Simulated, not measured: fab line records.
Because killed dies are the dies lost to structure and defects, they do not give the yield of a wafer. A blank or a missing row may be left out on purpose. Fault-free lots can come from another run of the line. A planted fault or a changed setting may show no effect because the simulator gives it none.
Split-lot experiment / flow gf180mcu / on a route of 602 steps: 5 lots, 23 wafers read

## THE SPLIT
At GF_HV_LDD_DEVELOP_06 (develop time 60 s), the setting develop time s was moved away from the recipe's 60 s on 6 of the 23 wafers read, by -14.4% to -7.3%. All remaining wafers had this setting at the recipe value.

Between the split and the reading, the file records no step.

## THE READING
cd nm at GF_HV_LDD_CD_MEAS_07, given in nm (cd target 400 nm). Fault-free wafers of this fab line usually give 401.2 nm, standard deviation 1.8 nm.

wafer=L076.1; tool, chamber at the split=litho track-03, 0; develop time s as run, s=60; against the recipe=recipe; cd nm, nm=403.7; against lot-mates on the recipe=-
wafer=L076.3; tool, chamber at the split=litho track-03, 0; develop time s as run, s=60; against the recipe=recipe; cd nm, nm=401.0; against lot-mates on the recipe=-
wafer=L076.4; tool, chamber at the split=litho track-03, 0; develop time s as run, s=55.65; against the recipe=-7.3%; cd nm, nm=395.2; against lot-mates on the recipe=-7.2
wafer=L076.5; tool, chamber at the split=litho track-03, 0; develop time s as run, s=55.65; against the recipe=-7.3%; cd nm, nm=396.2; against lot-mates on the recipe=-6.2
wafer=L076.6; tool, chamber at the split=litho track-03, 0; develop time s as run, s=55.65; against the recipe=-7.3%; cd nm, nm=395.2; against lot-mates on the recipe=-7.2
wafer=L077.1; tool, chamber at the split=litho track-01, 0; develop time s as run, s=51.34; against the recipe=-14.4%; cd nm, nm=385.2; against lot-mates on the recipe=-12.4
wafer=L077.3; tool, chamber at the split=litho track-01, 0; develop time s as run, s=60; against the recipe=recipe; cd nm, nm=397.5; against lot-mates on the recipe=-
wafer=L077.4; tool, chamber at the split=litho track-01, 0; develop time s as run, s=60; against the recipe=recipe; cd nm, nm=397.8; against lot-mates on the recipe=-
wafer=L077.5; tool, chamber at the split=litho track-01, 0; develop time s as run, s=51.34; against the recipe=-14.4%; cd nm, nm=381.6; against lot-mates on the recipe=-16.0
wafer=L077.6; tool, chamber at the split=litho track-01, 0; develop time s as run, s=51.34; against the recipe=-14.4%; cd nm, nm=385.7; against lot-mates on the recipe=-11.9
wafer=L079.1; tool, chamber at the split=litho track-01, 0; develop time s as run, s=60; against the recipe=recipe; cd nm, nm=402.6; against lot-mates on the recipe=-
wafer=L079.2; tool, chamber at the split=litho track-01, 0; develop time s as run, s=60; against the recipe=recipe; cd nm, nm=400.1; against lot-mates on the recipe=-
wafer=L079.3; tool, chamber at the split=litho track-01, 0; develop time s as run, s=60; against the recipe=recipe; cd nm, nm=399.6; against lot-mates on the recipe=-
wafer=L079.4; tool, chamber at the split=litho track-01, 0; develop time s as run, s=60; against the recipe=recipe; cd nm, nm=401.1; against lot-mates on the recipe=-
wafer=L079.5; tool, chamber at the split=litho track-01, 0; develop time s as run, s=60; against the recipe=recipe; cd nm, nm=399.7; against lot-mates on the recipe=-
wafer=L080.1; tool, chamber at the split=litho track-01, 0; develop time s as run, s=60; against the recipe=recipe; cd nm, nm=400.6; against lot-mates on the recipe=-
wafer=L080.2; tool, chamber at the split=litho track-01, 0; develop time s as run, s=60; against the recipe=recipe; cd nm, nm=401.1; against lot-mates on the recipe=-
wafer=L080.4; tool, chamber at the split=litho track-01, 0; develop time s as run, s=60; against the recipe=recipe; cd nm, nm=399.7; against lot-mates on the recipe=-
wafer=L080.5; tool, chamber at the split=litho track-01, 0; develop time s as run, s=60; against the recipe=recipe; cd nm, nm=400.2; against lot-mates on the recipe=-
wafer=L080.6; tool, chamber at the split=litho track-01, 0; develop time s as run, s=60; against the recipe=recipe; cd nm, nm=399.2; against lot-mates on the recipe=-
wafer=L082.2; tool, chamber at the split=litho track-03, 0; develop time s as run, s=60; against the recipe=recipe; cd nm, nm=401.4; against lot-mates on the recipe=-
wafer=L082.5; tool, chamber at the split=litho track-03, 0; develop time s as run, s=60; against the recipe=recipe; cd nm, nm=399.1; against lot-mates on the recipe=-
wafer=L082.6; tool, chamber at the split=litho track-03, 0; develop time s as run, s=60; against the recipe=recipe; cd nm, nm=402.4; against lot-mates on the recipe=-

FIT RESULTS
A straight line over all 23 wafers: cd nm changes by +1.05 nm for each +1% of develop time s; r = +0.95; the points scatter about the line by 1.9 nm.
The same after taking each lot's own level away (the mean of its wafers on the recipe; 23 wafers): +0.935 nm for each +1%; r = +0.97; scatter 1.2 nm.
The reading moves by 13 nm for the largest change in develop time s, on that fit.
The lots' own levels span 397.65 to 402.35 nm, that is 2.6 times the standard deviation above.
Thus the slope moves with the lot-to-lot level: the two fits are different.
Check: -13.9 nm against its lot-mates is what the line predicts for one of the wafers moved furthest among these (-14.4%) when that wafer is left out of the fit. It came out at -12.4 nm against them.

## THESE WAFERS: OTHER SPLITS
Note: prior to the reading, these wafers also went through further splits. Each is held against what the fit with the lots' levels taken away leaves over:
other split on the same wafers=GF_VT_IMPLANT_DEVELOP_39 dev temp c; wafers away from the commonest value=3; r with cd nm (lot level and that fit taken away)=-0.06
other split on the same wafers=GF_POLY_GATE_CVD_00 temp c; wafers away from the commonest value=15; r with cd nm (lot level and that fit taken away)=+0.00
other split on the same wafers=GF_POLY_GATE_OXIDATION_16 temp c; wafers away from the commonest value=10; r with cd nm (lot level and that fit taken away)=+0.01

## THE FILE'S OWN FIT
cd nm changes by +0.937 nm for each +1% of develop time s, r = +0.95.
